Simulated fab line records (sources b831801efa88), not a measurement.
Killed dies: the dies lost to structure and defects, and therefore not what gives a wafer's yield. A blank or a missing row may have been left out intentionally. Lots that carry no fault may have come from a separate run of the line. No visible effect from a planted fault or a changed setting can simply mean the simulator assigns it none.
Which tool was responsible? -- flow sky130 -- 13 lots with 39 wafers sampled at 5 steps, on a route of 708 steps

## WHAT THE GAUGES READ, wafer by wafer
SKY_VT_ADJUST_HVTP_OVL_MEAS_08. Usual: VT_ADJUST_HVTP_OVL typically reads 0.2 nm, with standard deviation 1.4.
lot,measured,on,VT_ADJUST_HVTP_OVL (nm),flag
L654,day 6 00:47,overlay-01,-2.2 -1.2 -0.2,
L655,day 6 10:33,overlay-01,0.8 1.0 1.5,
L658,day 7 05:56,overlay-02,0.1 1.4 0.2,
L660,day 7 21:04,overlay-02,-2.0 -1.1 -0.5,
L661,day 7 22:41,overlay-01,0.3 0.6 0.1,
L664,day 8 19:15,overlay-02,-0.1 -0.2 -1.8,
L665,day 9 00:29,overlay-02,-1.3 -0.7 -0.4,
L666,day 9 05:41,overlay-01,-0.4 0.8 0.2,
L667,day 9 13:11,overlay-01,1.2 0.4 1.9,
L672,day 10 17:43,overlay-01,-1.1 -0.5 -0.5,
L674,day 11 04:13,overlay-02,-0.8 -0.1 0.6,
L675,day 11 12:40,overlay-01,-1.7 -1.1 -1.3,
L677,day 12 01:04,overlay-01,-0.4 -0.7 0.4,

SKY_SONOS_TUNNEL_CD_MEAS_07 targets a cd of 410 nm. Usual: cd_nm reads 410.2 nm (standard deviation 2.8).
lot,measured,on,cd_nm (nm),flag
L654,day 11 06:50,cd_sem-01,407.9 407.5 407.4,
L655,day 11 19:19,cd_sem-01,411.3 411.8 410.7,
L658,day 12 17:07,cd_sem-02,407.1 404.7 406.4,
L660,day 13 11:52,cd_sem-02,411.9 409.2 412.3,
L661,day 13 15:58,cd_sem-02,408.2 408.1 406.7,
L664,day 14 17:03,cd_sem-01,- - -,OFF
L665,day 14 23:38,cd_sem-02,- - -,OFF
L666,day 15 07:46,cd_sem-02,- - -,OFF
L667,day 15 14:34,cd_sem-01,408.5 410.7 408.7,
L672,day 17 05:31,cd_sem-02,408.1 408.7 410.1,
L674,day 17 19:36,cd_sem-01,406.2 403.4 404.7,
L675,day 18 07:44,cd_sem-02,411.0 408.8 407.8,
L677,day 19 01:10,cd_sem-01,410.7 410.0 410.9,

SKY_LDD_N_TW_MEAS_17. Usual: LDD_N_TW typically reads 2568, with standard deviation 11.
lot,measured,on,LDD_N_TW,flag
L654,day 17 10:42,film_metro-04,2579 2561 2565,
L655,day 18 02:37,film_metro-02,2564 2577 2569,
L658,day 19 15:19,film_metro-02,2544 2550 2553,
L660,day 20 11:56,film_metro-02,2569 2563 2576,
L661,day 20 12:26,film_metro-02,2585 2566 2579,
L667,day 22 19:25,film_metro-04,2569 2557 2576,
L672,day 24 12:19,film_metro-01,2561 2570 2573,
L674,day 24 23:40,film_metro-01,2576 2572 2571,
L675,day 25 12:11,film_metro-01,2573 2567 2569,
L677,day 26 03:13,film_metro-02,2571 2570 2565,

## WHAT TOOL EACH LOT RAN ON (gives the tool, then ch and the chambers of the sampled wafers, and finally the start)
lot,SKY_NWELL_RTA_28,SKY_SONOS_TUNNEL_COAT_02
L654,"rtp_anneal-02 ch 0, day 5 06:02","litho_track-01 ch 0, day 10 19:17"
L655,"rtp_anneal-02 ch 0, day 5 15:15","litho_track-01 ch 0, day 11 07:07"
L658,"rtp_anneal-02 ch 0, day 6 09:23","litho_track-03 ch 0, day 12 05:08"
L660,"rtp_anneal-02 ch 0, day 7 00:25","litho_track-01 ch 0, day 12 23:13"
L661,"rtp_anneal-01 ch 0, day 7 02:35","litho_track-01 ch 0, day 13 02:52"
L664,"rtp_anneal-01 ch 0, day 7 21:56","litho_track-01, day 14 03:49"
L665,"rtp_anneal-02 ch 0, day 8 03:45","litho_track-03, day 14 09:44"
L666,"rtp_anneal-01 ch 0, day 8 08:04","litho_track-01, day 14 17:52"
L667,"rtp_anneal-02 ch 0, day 8 16:14","litho_track-01 ch 0, day 15 01:22"
L672,"rtp_anneal-02 ch 0, day 9 19:44","litho_track-03 ch 0, day 16 14:48"
L674,"rtp_anneal-01 ch 0, day 10 05:16","litho_track-04 ch 0, day 17 04:25"
L675,"rtp_anneal-02 ch 0, day 10 13:58","litho_track-03 ch 0, day 17 17:02"
L677,"rtp_anneal-02 ch 0, day 11 01:24","litho_track-03 ch 0, day 18 08:26"
- SKY_NWELL_RTA_28: time 30 s.
- SKY_SONOS_TUNNEL_COAT_02: resist thk 1140 nm.

## AS READ BY THE TOOLS THEMSELVES (means over the sampled wafers that have a number; for cases with no such wafer, the mark the record gives instead)
SKY_NWELL_RTA_28. Usual: lamp_power_pct 25.30 %, standard deviation 0.054; wafer_temp_C_max 1054.9, standard deviation 1.
lot,tool,lamp_power_pct (%),wafer_temp_C_max,flag
L654,rtp_anneal-02,25.36,1054.5,
L655,rtp_anneal-02,25.30,1054.7,
L658,rtp_anneal-02,25.27,1054.8,
L660,rtp_anneal-02,25.31,1054.6,
L661,rtp_anneal-01,25.34,1055.0,
L664,rtp_anneal-01,25.32,1054.6,
L665,rtp_anneal-02,25.32,1054.8,
L666,rtp_anneal-01,25.32,1054.6,
L667,rtp_anneal-02,25.32,1057.1,
L672,rtp_anneal-02,25.26,1053.8,
L674,rtp_anneal-01,25.37,1056.1,
L675,rtp_anneal-02,25.34,1055.6,
L677,rtp_anneal-02,25.32,1054.0,

SKY_SONOS_TUNNEL_COAT_02. Usual: chill_plate_temp_C 22.98 C, standard deviation 0.1; dispense_pressure_kPa 47 kPa, standard deviation 3.3.
lot,tool,chill_plate_temp_C (C),dispense_pressure_kPa (kPa),flag
L654,litho_track-01,23.16,46,
L655,litho_track-01,22.98,46,
L658,litho_track-03,23.05,44,
L660,litho_track-01,23.13,46,
L661,litho_track-01,23.00,46,
L664,litho_track-01,-,-,OFF
L665,litho_track-03,-,-,OFF
L666,litho_track-01,-,-,OFF
L667,litho_track-01,22.96,46,
L672,litho_track-03,22.92,44,
L674,litho_track-04,22.95,55,
L675,litho_track-03,22.92,44,
L677,litho_track-03,22.89,44,

## THE ANSWER, worked out from the rows above alone
Rule: a lot counts as off when the mean over its wafers that have a number is more than 3 standard deviations away from the usual mean. A lot without any number at a reading at which 4 lots or more have one is off too. Any other lot the step has rows for is counted as sound. Order of review: gauges by route order, followed by the tools' own readings, for which a lot's mean as printed above is used. At the first step where some lot is off, the reading lying furthest off is the one used; lots without a number count as furthest.
Off: L664, L665, L666, at SKY_SONOS_TUNNEL_CD_MEAS_07 (cd_nm). Without a number there: L664, L665, L666.
A tool fits if, at a process step before that reading, it ran every lot that is off, and no sound lot after the first of them. Not tried: the gauges at SKY_SONOS_TUNNEL_CD_MEAS_07; whatever is off there is also off at SKY_SONOS_TUNNEL_COAT_02, on other tools, and gauge error can't account for it. Not one of the candidates tried fits.

## WHAT THE SIMULATOR HAD PUT IN
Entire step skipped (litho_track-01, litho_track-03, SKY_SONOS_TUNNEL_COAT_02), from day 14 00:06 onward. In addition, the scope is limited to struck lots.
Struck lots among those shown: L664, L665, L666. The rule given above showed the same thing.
